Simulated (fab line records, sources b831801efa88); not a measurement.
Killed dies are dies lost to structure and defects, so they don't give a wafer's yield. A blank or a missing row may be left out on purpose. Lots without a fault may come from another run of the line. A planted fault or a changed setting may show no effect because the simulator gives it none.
A struck lot beside a sound one | flow sfq_line | 24 steps out of a route of 325
Sound: wafers L824.3, L824.5, L824.6. Struck: wafers L830.1, L830.2, L830.5. The cause comes at the end.
At each step with rows: each side's tool, then ch and its chambers, then its first start. Under that, the readings that differ: sound wafers | struck wafers | difference of the means | sigmas: that difference in standard deviations of wafers without a fault.
alike: readings whose means differ by less than 2 such deviations, and words and numbers that are the same on both sides. not compared: withheld readings, readings that some wafer has no value for, bounds like >300 that may hide the same value, and numbers for which the record gives no deviation and whose values overlap.
The two part at a step that has a row with sigmas, a row that says differs or no value, or rows on one side only. Numbers that don't overlap but have no deviation are shown without sigmas and don't part them. A reading that every wafer of one side lacks parts them only if that side has two wafers or more.

first, 2 steps without rows for these wafers: SFQ_TRILAYER_L0_VIA_STRIP_SOLV_CLEAN_018 (cleans in NMP, time 600 s); SFQ_TRILAYER_M0_DEP_PRE_CLEAN_020 (time 15 s).
SFQ_TRILAYER_M0_DEP_SPUTTER_019: material Nb, target thk 200 nm, time 133.3 s.
  sound on pvd_sputter-05, day 11 08:20; struck on pvd_sputter-04, day 13 05:53
  reading                | sound          | struck         | difference | sigmas
  throttle_valve_pct (%) | 31.8 31.5 31.9 | 29.0 28.1 31.1 | -2.3       | -2
SFQ_M0_RS_MEAS_904: measures by four-point-probe.
  sound on film_metro-01, day 11 08:28; struck on film_metro-03, day 13 05:59
  alike: M0_NB_RS
then, 6 steps without rows for these wafers: SFQ_TRILAYER_M0_LITHO_COAT_026 (resist thk 62 nm); SFQ_TRILAYER_M0_LITHO_COAT_021 (resist thk 600 nm); SFQ_TRILAYER_M0_LITHO_SOFTBAKE_025; SFQ_TRILAYER_M0_LITHO_EXPOSE_022 (exposes mask M0, target cd 500 nm); SFQ_TRILAYER_M0_LITHO_PEB_024 (peb time 60 s); SFQ_TRILAYER_M0_LITHO_DEVELOP_023 (time 60 s).
-- the record jumps here: 5 days lie between the struck wafers' starts before and after --
SFQ_M0_OVL_MEAS_906:
  sound on overlay-02, day 15 06:18; struck on overlay-01, day 18 15:37
  reading     | sound | struck   | difference | sigmas
  M0_OVL (nm) | 2 5 6 | -9 -8 -8 | -13        | -2
SFQ_TRILAYER_M0_BARC_OPEN_METAL_ETCH_031: etches BARC in O2, target depth 125 nm, time 41.7 s.
  sound on rie_metal-02 ch 0,1, day 15 06:20; struck on rie_metal-04 ch 0, day 18 15:40
  no value came back on the struck wafers for bias_w (W), chamber_pressure_mTorr (mTorr), drypump_motor_current_A (A), oes_product_au (a.u.); on the sound wafers bias_w (W) reads 79.66 79.86 79.76
  reading                                             | sound         | struck            | difference | sigmas
  model.KrF_of_TRILAYER_M0_LITHO_COAT_021.thk_nm (nm) | 524 522 523.1 | 576.9 574.2 575.8 | +52.6      |
  not compared: rf_hours_counter_h
SFQ_TRILAYER_M0_ETCH_METAL_ETCH_024: etches Nb in Cl2/Ar, stops on SiO2, target depth 240 nm, time 120 s.
  sound on rie_metal-02 ch 0,1, day 15 06:25; struck on rie_metal-04 ch 0, day 18 15:47
  reading                                             | sound             | struck            | difference | sigmas
  oes_product_au (a.u.)                               | 0.886 0.894 0.890 | 0.373 0.369 0.378 | -0.517     | -86
  model.KrF_of_TRILAYER_M0_LITHO_COAT_021.thk_nm (nm) | 382.8 380.8 380.1 | 433.6 430.2 432.4 | +50.8      |
  alike: bias_w, chamber_pressure_mTorr, drypump_motor_current_A
  not compared: rf_hours_counter_h
SFQ_TRILAYER_M0_STRIP_STRIP_025: strips in O2.
  sound on rie_metal-02 ch 0,1, day 15 06:43; struck on rie_metal-04 ch 0, day 18 16:02
  alike: drypump_motor_current_A, oes_product_au
  not compared: rf_hours_counter_h
then, 1 step without rows for these wafers: SFQ_TRILAYER_M0_STRIP_SOLV_CLEAN_026 (cleans in NMP, time 600 s).
SFQ_TRILAYER_I0_DEP_PECVD_027: deposits SiO2 from SiH4/N2O, time 111.11 s, target thk 500 nm.
  sound on pecvd-03 ch 0,1,2, day 15 07:18; struck on pecvd-02 ch 0,2, day 18 17:24
  alike: heater_power_w, throttle_valve_pct
SFQ_TRILAYER_I0_CMP_CMP_028: polishes SiO2.
  sound on cmp-02 ch 2,3, day 15 13:17; struck on cmp-02 ch 1,3, day 18 17:29
  alike: motor_current_A, time_to_endpoint_s
SFQ_I0_BOW_MEAS_907:
  sound on film_metro-02, day 15 15:49; struck on film_metro-01, day 18 20:29
  alike: I0_BOW
SFQ_TRILAYER_I0_METRO_MEASURE_029:
  sound on film_metro-02, day 15 16:18; struck on film_metro-01, day 18 20:36
  alike: thk_nm
then, 3 steps without rows for these wafers: SFQ_TRILAYER_I0_VIA_LITHO_COAT_036 (resist thk 62 nm); SFQ_TRILAYER_I0_VIA_LITHO_COAT_031 (resist thk 650 nm); SFQ_TRILAYER_I0_VIA_LITHO_SOFTBAKE_035.
-- the record jumps here: 6 days lie between the struck wafers' starts before and after --
SFQ_TRILAYER_I0_VIA_LITHO_EXPOSE_032: exposes mask I0, target cd 500 nm.
  sound on krf_scanner-02 ch 0, day 21 20:16; struck on krf_scanner-02, day 25 05:01
  no value came back on the struck wafers for exposure_dose_mJ_cm2, focus_offset_nm (nm); on the sound wafers exposure_dose_mJ_cm2 reads 21.481 21.497 21.466
  alike: mask
then, 1 step without rows for these wafers: SFQ_TRILAYER_I0_VIA_LITHO_PEB_034 (peb time 60 s).

WHERE THEY PART
First at SFQ_TRILAYER_M0_DEP_SPUTTER_019; last, within this record, at SFQ_TRILAYER_I0_VIA_LITHO_EXPOSE_032.

WHY: what the simulator had put in
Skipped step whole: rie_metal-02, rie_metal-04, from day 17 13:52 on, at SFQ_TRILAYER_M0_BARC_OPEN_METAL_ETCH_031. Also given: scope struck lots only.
